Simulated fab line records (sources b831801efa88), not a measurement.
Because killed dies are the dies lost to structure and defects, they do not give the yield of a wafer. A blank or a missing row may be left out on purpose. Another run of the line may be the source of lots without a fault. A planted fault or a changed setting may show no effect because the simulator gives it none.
fab line records ; flow gf180mcu
record lots=11; wafers=33; last-day=34
route steps=602 shown V4@480 M5@536
lots that met no fault: from a run of the same line without faults
start-h: the number of hours between the record's first day and the start of the first shown wafer of the lot ; wait-h: how many hours have passed since the lot's step before this one ; " as in the row above ; L1.1+2: one row covering several wafers at once ; - value missing, or start not given ; * or withheld: withheld ; < > ~ a bound
route shown NAME@n: names a module that has steps shown in the file, with the first one's number in the route ; usual: mean/standard deviation of fault-free wafers ; same: alike in all rows ; chamber/n: place in a boat ; sites: readings site by site ; _std_site: standard deviation of those values ; _edge_site: inner sites' mean taken away from outer sites' mean ; radius-mm: how far each site lies from the wafer's centre ; mask NAME#n: copy n ; behind: tool/chamber where the wafer was last shaped ; hold: why the lot was held/for how many hours/how that ended ; device: the transistor (n, p or np) that didn't switch ; end of line: the same wafers' tests at the end of the route ; for a step that has no rows: nothing shown but its recipe ; killed: count of dies lost to structure and defects at first sort (not the wafer's yield) ; map: dies across one wafer; x = killed, . = not, _ = none there
set.NAME: the run value of the setting; set.NAME@STEP: its run value at that earlier step ; model.NAME: the simulator's own value behind a step, which no gauge read
one table for each step of the route and one row for each wafer, over a sample of lots
services: a tool's chamber out of use, with start hour (start-h, from the record's first day; less than 0 if before it), hours out, and reason
## steps
# step GF_V4_CMP_04
# recipe material=SiO2; down-force-psi=4; platen-rpm=60; pad-velocity-m-s=0.94248
# usual motor-current-A=12.3/1.6; slurry-flow-ml-min=150.0/0.48; time-to-endpoint-s=78/7.9
lot.wafer;tool;chamber;start-h;wait-h;motor-current-A;slurry-flow-ml-min;time-to-endpoint-s
L707.3;cmp-02;0;539.02;0.0;11.0;149.8;77
L707.5;cmp-02;0;539.02;0.0;10.0;150.1;73
L707.6;cmp-02;1;539.02;0.0;15.1;150.0;77
L709.1;cmp-01;3;561.22;0.2;11.1;150.6;70
L709.5;cmp-01;0;561.22;0.2;12.0;150.4;81
L709.6;cmp-01;1;561.22;0.2;12.7;149.9;85
L710.1;cmp-01;1;564.88;0.2;11.9;149.4;73
L710.6;cmp-01;2;564.88;0.2;13.7;150.8;83
L710.5;cmp-01;3;564.88;0.2;10.8;150.3;83
L715.4;cmp-02;0;607.35;0.1;10.3;149.5;78
L715.5;cmp-02;2;607.35;0.1;12.4;149.1;70
L715.6;cmp-02;3;607.35;0.1;13.2;150.6;90
L719.3;cmp-01;2;641.54;0.1;14.3;150.4;79
L719.5;cmp-01;0;641.54;0.1;11.1;149.8;81
L719.6;cmp-01;1;641.54;0.1;12.6;149.2;82
L724.4;cmp-02;1;673.16;0.1;15.2;150.3;76
L724.5;cmp-02;3;673.16;0.1;13.5;149.5;75
L724.6;cmp-02;0;673.16;0.1;10.2;150.5;71
L725.3;cmp-01;2;678.85;0.1;14.3;150.3;71
L725.2;cmp-01;3;678.85;0.1;10.4;149.9;83
L725.6;cmp-01;1;678.85;0.1;11.9;150.3;85
L726.4;cmp-01;3;687.29;0.0;10.7;150.5;88
L726.3;cmp-01;0;687.29;0.0;11.4;151.1;86
L726.6;cmp-01;3;687.29;0.0;10.5;149.8;85
L727.3;cmp-01;0;694.62;0.1;11.4;149.5;84
L727.4;cmp-01;1;694.62;0.1;12.9;150.2;83
L727.6;cmp-01;3;694.62;0.1;11.0;149.6;94
L729.3;cmp-02;3;702.47;0.0;14.3;150.2;69
L729.2;cmp-02;0;702.47;0.0;10.4;150.3;67
L729.6;cmp-02;3;702.47;0.0;13.6;150.3;72
L730.2;cmp-01;0;710.15;0.1;11.3;150.2;87
L730.4;cmp-01;1;710.15;0.1;11.4;149.9;84
L730.6;cmp-01;3;710.15;0.1;10.9;150.8;85
# step GF_V4_CD_MEAS_14
# recipe target-cd-nm=260
# usual cd-nm=259.6/1
lot.wafer;tool;chamber;start-h;wait-h;cd-nm
L707.3;cd-sem-01;-;561.73;0.1;260.4
L707.5;cd-sem-01;-;561.73;0.1;260.0
L707.6;cd-sem-01;-;561.73;0.1;260.0
L709.1;cd-sem-01;-;583.18;0.1;258.0
L709.5;cd-sem-01;-;583.18;0.1;257.6
L709.6;cd-sem-01;-;583.18;0.1;258.5
L710.1;cd-sem-01;-;586.50;0.1;259.0
L710.5;cd-sem-01;-;586.50;0.1;260.0
L710.6;cd-sem-01;-;586.50;0.1;259.1
L715.4;cd-sem-02;-;628.23;0.1;259.5
L715.5;cd-sem-02;-;628.23;0.1;259.7
L715.6;cd-sem-02;-;628.23;0.1;259.5
L719.3;cd-sem-01;-;660.69;0.1;261.9
L719.5;cd-sem-01;-;660.69;0.1;259.8
L719.6;cd-sem-01;-;660.69;0.1;260.6
L724.4;cd-sem-01;-;692.90;0.1;260.0
L724.5;cd-sem-01;-;692.90;0.1;259.9
L724.6;cd-sem-01;-;692.90;0.1;260.3
L725.2;cd-sem-02;-;698.11;0.1;260.9
L725.3;cd-sem-02;-;698.11;0.1;261.8
L725.6;cd-sem-02;-;698.11;0.1;261.2
L726.3;cd-sem-02;-;706.38;0.1;259.3
L726.4;cd-sem-02;-;706.38;0.1;258.0
L726.6;cd-sem-02;-;706.38;0.1;260.1
L727.3;cd-sem-02;-;713.03;0.1;260.8
L727.4;cd-sem-02;-;713.03;0.1;262.5
L727.6;cd-sem-02;-;713.03;0.1;260.6
L729.2;cd-sem-01;-;721.01;0.1;258.2
L729.3;cd-sem-01;-;721.01;0.1;258.7
L729.6;cd-sem-01;-;721.01;0.1;258.0
L730.2;cd-sem-01;-;728.51;0.1;259.5
L730.4;cd-sem-01;-;728.51;0.1;258.6
L730.6;cd-sem-01;-;728.51;0.1;260.3
# step GF_V4_STRIP_18
# recipe chemistry=O2/N2; power-w=1400; pressure-mtorr=1500; platen-temp-c=250; o2-flow-sccm=3000; n2-flow-sccm=300; overash-fraction=0.5
# usual drypump-motor-current-A=5.4/0.39; heater-power-w=368/39; oes-product-au=0.593/0.0051
lot.wafer;tool;chamber;start-h;wait-h;drypump-motor-current-A;heater-power-w;oes-product-au;rf-hours-counter-h
L707.3;plasma-asher-02;1;562.07;-;5.6;360;0.596;-
L707.5;plasma-asher-02;1;562.07;-;5.6;361;0.588;-
L707.6;plasma-asher-02;0;562.07;-;5.3;382;0.598;-
L709.1;plasma-asher-03;0;583.46;-;4.7;429;0.592;51
L709.5;plasma-asher-03;1;583.46;-;5.7;322;0.592;-
L709.6;plasma-asher-03;0;583.46;-;4.7;428;0.603;-
L710.1;plasma-asher-02;0;586.78;-;5.3;397;0.602;79
L710.5;plasma-asher-02;1;586.78;-;5.6;368;0.599;-
L710.6;plasma-asher-02;0;586.78;-;5.3;383;0.588;-
L715.4;plasma-asher-02;1;628.49;-;5.6;364;0.598;-
L715.5;plasma-asher-02;0;628.49;-;5.3;393;0.585;-
L715.6;plasma-asher-02;1;628.49;-;5.6;358;0.585;-
L719.3;plasma-asher-04;1;660.96;-;5.8;358;0.597;-
L719.5;plasma-asher-04;0;660.96;-;5.3;316;0.598;-
L719.6;plasma-asher-04;1;660.96;-;5.8;359;0.594;-
L724.4;plasma-asher-03;0;693.16;-;4.7;429;0.595;-
L724.5;plasma-asher-03;1;693.16;-;5.7;319;0.591;-
L724.6;plasma-asher-03;0;693.16;-;4.7;424;0.592;-
L725.2;plasma-asher-04;1;698.38;-;5.9;355;0.595;29
L725.3;plasma-asher-04;1;698.38;-;5.9;355;0.594;-
L725.6;plasma-asher-04;1;698.38;-;5.8;355;0.590;-
L726.3;plasma-asher-03;1;706.66;-;5.7;317;0.596;-
L726.4;plasma-asher-03;0;706.66;-;4.7;440;0.591;-
L726.6;plasma-asher-03;0;706.66;-;4.7;424;0.587;-
L727.3;plasma-asher-02;1;713.31;-;5.6;365;0.589;-
L727.4;plasma-asher-02;0;713.31;-;5.3;378;0.590;-
L727.6;plasma-asher-02;0;713.31;-;5.3;380;0.597;-
L729.2;plasma-asher-04;1;721.28;-;5.9;359;0.592;32
L729.3;plasma-asher-04;0;721.28;-;5.3;328;0.587;-
L729.6;plasma-asher-04;0;721.28;-;5.3;324;0.588;-
L730.2;plasma-asher-02;1;728.78;-;5.6;366;0.594;95
L730.4;plasma-asher-02;0;728.78;-;5.3;386;0.590;-
L730.6;plasma-asher-02;1;728.78;-;5.6;374;0.597;-
# step GF_M5_METAL_ETCH_10
# recipe chemistry=Cl2/BCl3; mask-material=KrF; target-depth-nm=750.8; stop-on=SiO2; pressure-mtorr=8; icp-w=816.9; bias-w=140; Cl2_flow_sccm=80; bcl3-flow-sccm=40; time-s=125.1
# usual drypump-motor-current-A=5.9/0.4; he-backside-leak-sccm=3.3/0.32; mfc-cl2-sccm=80.04/0.25; oes-product-au=0.989/0.0071; throttle-valve-pct=28.230/0.011
lot.wafer;tool;chamber;start-h;wait-h;drypump-motor-current-A;he-backside-leak-sccm;mfc-cl2-sccm;oes-product-au;rf-hours-counter-h;throttle-valve-pct
L707.3;rie-metal-02;1;607.20;0.1;5.9;3.4;79.73;0.986;-;28.241
L707.5;rie-metal-02;0;607.20;0.1;5.6;3.3;79.42;0.987;-;28.232
L707.6;rie-metal-02;1;607.20;0.1;5.9;3.4;79.62;0.986;-;28.219
L709.1;rie-metal-04;0;627.97;0.0;5.5;3.3;80.47;0.985;13;28.213
L709.5;rie-metal-04;0;627.97;0.0;5.5;3.5;80.24;0.986;-;28.236
L709.6;rie-metal-04;1;627.97;0.0;5.6;3.3;80.32;0.988;-;28.227
L710.1;rie-metal-03;0;630.12;0.0;5.9;3.1;79.92;0.995;3;28.237
L710.5;rie-metal-03;1;630.12;0.0;6.7;3.4;80.28;0.978;-;28.228
L710.6;rie-metal-03;0;630.12;0.0;5.9;3.1;79.61;1.000;-;28.223
L715.4;rie-metal-02;1;669.80;0.1;5.9;3.3;80.42;0.995;-;28.225
L715.5;rie-metal-02;1;669.80;0.1;5.9;3.1;79.80;0.995;-;28.223
L715.6;rie-metal-02;0;669.80;0.1;5.6;5.4;80.03;0.992;-;28.217
L719.3;rie-metal-04;1;700.91;0.1;5.6;3.2;79.70;0.979;-;28.234
L719.5;rie-metal-04;1;700.91;0.1;5.7;3.2;80.41;0.985;-;28.225
L719.6;rie-metal-04;0;700.91;0.1;5.5;3.2;80.09;0.984;-;28.237
L724.4;rie-metal-02;0;731.60;0.1;5.6;3.2;80.12;0.900;-;28.337
L724.5;rie-metal-02;0;731.60;0.1;5.6;3.2;79.76;0.916;-;28.325
L724.6;rie-metal-02;0;731.60;0.1;5.6;3.2;80.08;0.906;-;28.315
L725.2;rie-metal-02;1;736.10;0.0;5.8;3.4;80.22;0.918;0;28.295
L725.3;rie-metal-02;0;736.10;0.0;5.6;3.2;80.52;0.909;-;28.312
L725.6;rie-metal-02;0;736.10;0.0;5.6;3.1;80.19;0.918;-;28.307
L726.3;rie-metal-03;1;743.71;0.1;6.7;3.3;80.22;0.988;-;28.238
L726.4;rie-metal-03;0;743.71;0.1;5.9;3.2;80.30;1.005;-;28.223
L726.6;rie-metal-03;0;743.71;0.1;5.9;3.1;80.02;1.000;-;28.224
L727.3;rie-metal-03;1;750.04;0.1;6.7;3.5;79.91;0.999;-;28.213
L727.4;rie-metal-03;0;750.04;0.1;6.0;3.1;80.29;1.002;-;28.244
L727.6;rie-metal-03;1;750.04;0.1;6.7;3.5;80.02;0.986;-;28.224
L729.2;rie-metal-03;1;757.40;0.0;6.7;3.3;80.05;0.989;2;28.237
L729.3;rie-metal-03;0;757.40;0.0;5.9;3.0;79.88;0.990;-;28.223
L729.6;rie-metal-03;0;757.40;0.0;5.9;3.0;79.57;0.991;-;28.215
L730.2;rie-metal-04;1;764.06;0.1;5.6;3.4;80.62;0.986;-;28.220
L730.4;rie-metal-04;1;764.06;0.1;5.7;3.3;80.20;0.989;-;28.227
L730.6;rie-metal-04;1;764.06;0.1;5.7;3.4;80.51;0.980;-;28.214
# step GF_M5_STRIP_11
# recipe chemistry=O2/N2; power-w=1400; pressure-mtorr=1500; platen-temp-c=250; o2-flow-sccm=3000; n2-flow-sccm=300; overash-fraction=0.5
# usual drypump-motor-current-A=5.7/0.42; heater-power-w=361/25; oes-product-au=0.524/0.0053; strip-time-to-endpoint-s=7.06/0.056
lot.wafer;tool;chamber;start-h;wait-h;drypump-motor-current-A;heater-power-w;oes-product-au;rf-hours-counter-h;strip-time-to-endpoint-s
L707.3;plasma-asher-02;0;607.32;0.1;5.3;383;0.516;-;7.02
L707.5;plasma-asher-02;1;607.32;0.1;5.6;368;0.519;-;7.03
L707.6;plasma-asher-02;0;607.32;0.1;5.3;388;0.520;-;7.02
L709.1;plasma-asher-01;1;628.10;0.1;5.7;354;0.527;97;7.08
L709.5;plasma-asher-01;1;628.10;0.1;5.7;342;0.535;-;7.14
L709.6;plasma-asher-01;0;628.10;0.1;6.5;384;0.519;-;7.09
L710.1;plasma-asher-04;0;630.25;0.1;5.3;319;0.527;22;7.02
L710.5;plasma-asher-04;1;630.25;0.1;5.9;354;0.524;-;7.11
L710.6;plasma-asher-04;0;630.25;0.1;5.3;318;0.522;-;7.06
L715.4;plasma-asher-02;1;669.92;0.1;5.6;364;0.518;-;7.02
L715.5;plasma-asher-02;0;669.92;0.1;5.3;386;0.528;-;7.02
L715.6;plasma-asher-02;1;669.92;0.1;5.6;363;0.522;-;6.99
L719.3;plasma-asher-04;0;701.03;0.1;5.3;315;0.533;-;7.12
L719.5;plasma-asher-04;1;701.03;0.1;5.9;353;0.527;-;7.08
L719.6;plasma-asher-04;0;701.03;0.1;5.3;316;0.532;-;7.07
L724.4;plasma-asher-02;0;731.76;0.1;5.2;382;0.545;-;7.50
L724.5;plasma-asher-02;1;731.76;0.1;5.6;370;0.545;-;7.47
L724.6;plasma-asher-02;0;731.76;0.1;5.2;395;0.535;-;7.44
L725.2;plasma-asher-04;0;736.23;0.1;5.3;310;0.549;33;7.39
L725.3;plasma-asher-04;0;736.23;0.1;5.3;320;0.540;-;7.50
L725.6;plasma-asher-04;0;736.23;0.1;5.3;305;0.540;-;7.46
L726.3;plasma-asher-02;0;743.83;0.1;5.3;380;0.522;-;7.04
L726.4;plasma-asher-02;1;743.83;0.1;5.6;369;0.515;-;6.96
L726.6;plasma-asher-02;0;743.83;0.1;5.3;392;0.521;-;7.00
L727.3;plasma-asher-04;1;750.16;0.1;5.8;357;0.519;-;7.08
L727.4;plasma-asher-04;0;750.16;0.1;5.3;321;0.526;-;7.07
L727.6;plasma-asher-04;1;750.16;0.1;5.8;345;0.522;-;7.08
L729.2;plasma-asher-01;0;757.53;0.1;6.5;403;0.523;1;7.01
L729.3;plasma-asher-01;0;757.53;0.1;6.5;408;0.524;-;6.97
L729.6;plasma-asher-01;0;757.53;0.1;6.5;411;0.519;-;6.95
L730.2;plasma-asher-04;0;764.27;0.2;5.3;316;0.530;37;7.09
L730.4;plasma-asher-04;0;764.27;0.2;5.3;315;0.529;-;7.10
L730.6;plasma-asher-04;1;764.27;0.2;5.8;349;0.527;-;7.08
## services
tool;chamber;start-h;hours;kind
cmp-01;-;525.64;3.5;repair
cmp-01;-;529.94;1.2;repair
cmp-01;-;538.97;9.6;repair
cmp-02;-;549.13;0.2;repair
cmp-01;-;551.40;1.7;repair
plasma-asher-03;-;551.83;2.2;repair
rie-metal-03;1;555.03;20.2;repair
cmp-01;-;559.81;1.0;repair
cmp-01;-;568.30;0.8;repair
cmp-02;-;572.00;4.0;pm
plasma-asher-02;-;572.16;14.6;pm
rie-metal-04;-;574.09;0.6;repair
cmp-01;-;583.96;3.7;repair
plasma-asher-03;-;600.71;1.3;repair
cmp-02;-;633.98;0.8;repair
cmp-01;-;669.37;4.6;pm
rie-metal-04;-;670.49;0.3;repair
cmp-02;-;679.07;0.7;repair
rie-metal-04;-;701.97;62.0;repair
rie-metal-03;-;718.13;14.6;pm
rie-metal-03;-;732.73;2.8;pm
cmp-01;-;748.77;4.0;pm
cmp-01;-;749.16;1.3;repair
rie-metal-02;0;754.93;1.9;repair
## key
first-sign step=GF_M5_METAL_ETCH_10; reading=oes-product-au; direction=down; sigmas=11; usual=0.989; struck=0.911
effect step=GF_M5_METAL_ETCH_10; reading=throttle-valve-pct; direction=up; sigmas=8; usual=28.230; struck=28.315
effect step=GF_M5_STRIP_11; reading=strip-time-to-endpoint-s; direction=up; sigmas=7.2; usual=*; struck=*
met-at GF_M5_METAL_ETCH_10
struck-lots L724,L725
not-acting-at GF_V4_CMP_04,GF_V4_CD_MEAS_14,GF_V4_STRIP_18
onset-between 669.80 731.60
fault kind=process-parameter-drift; tool=rie-metal-02; chamber=-; onset-h=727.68; steps=GF_M5_METAL_ETCH_10; channel=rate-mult; offset=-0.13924; shape=step; end-h=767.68
